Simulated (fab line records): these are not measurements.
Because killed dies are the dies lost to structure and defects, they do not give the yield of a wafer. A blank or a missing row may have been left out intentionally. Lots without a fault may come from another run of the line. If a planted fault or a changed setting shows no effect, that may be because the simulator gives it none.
Matching of chambers | flow sky130 | cmp-01 running SKY_CONTACT_CMP_27: 4 sister chambers
The step polishes, stops on SiO2, t overpolish 15 s, target thk 0 nm. 8 wafers are shown with their chamber, then 12 later ones without.

== WAFERS PAIRED WITH THEIR CHAMBERS ==
wafer  | chamber | motor-current-A (A) | time-to-endpoint-s (s)
L093.2 | 0       | 12.3                | 87
L093.4 | 2       | 12.5                | 90
L093.1 | 1       | 10.6                | 81
L093.3 | 3       | 10.9                | 82
L093.5 | 0       | 11.6                | 86
L092.1 | 1       | 10.0                | 83
L092.2 | 2       | 12.7                | 95
L092.4 | 3       | 11.4                | 89

== WAFERS WITH NO CHAMBER GIVEN ==
wafer  | motor-current-A (A) | time-to-endpoint-s (s)
L091.3 | 13.0                | 86
L091.4 | 10.8                | 78
L091.5 | 9.8                 | 74
L090.1 | 11.9                | 82
L090.3 | 12.4                | 89
L090.4 | 10.1                | 76
L095.4 | 12.4                | 87
L095.5 | 11.2                | 79
L095.6 | 11.6                | 84
L096.1 | 12.6                | 90
L096.2 | 12.0                | 87
L096.4 | 11.1                | 80

== THE CHAMBER EACH PASSED THROUGH ==
wafer  | from the rows above          | in truth
L091.3 | can't be placed: 2 or 0      | 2
L091.4 | can't be placed: 1 or 3      | 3
L091.5 | 1                            | 1
L090.1 | can't be placed: 0 or 3      | 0
L090.3 | can't be placed: 2 or 0      | 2
L090.4 | 1                            | 1
L095.4 | can't be placed: 0 or 2      | 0
L095.5 | can't be placed: 3 or 1 or 0 | 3
L095.6 | can't be placed: 0 or 3      | 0
L096.1 | can't be placed: 2 or 0      | 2
L096.2 | 0                            | 0
L096.4 | can't be placed: 3 or 1 or 0 | 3
3 of 12 placed correctly. From these rows, 9 cannot be placed; in 9 the true chamber is one of the candidates. 0 placed wrongly.
How it was worked out, from the rows above alone: a wafer's distance from a chamber is the root of the sum, over the readings, of the square of ((its reading less the chamber's mean) divided by the reading's scatter). If the next closest chamber is less than 2 further off than the closest, the wafer can't be placed; otherwise it belongs to the closest. The mean given for a chamber averages the wafers shown for that chamber. The scatter is the square root of a quotient: the sum, over the shown wafers, of each reading's squared deviation from its chamber's mean, divided by wafers minus chambers.
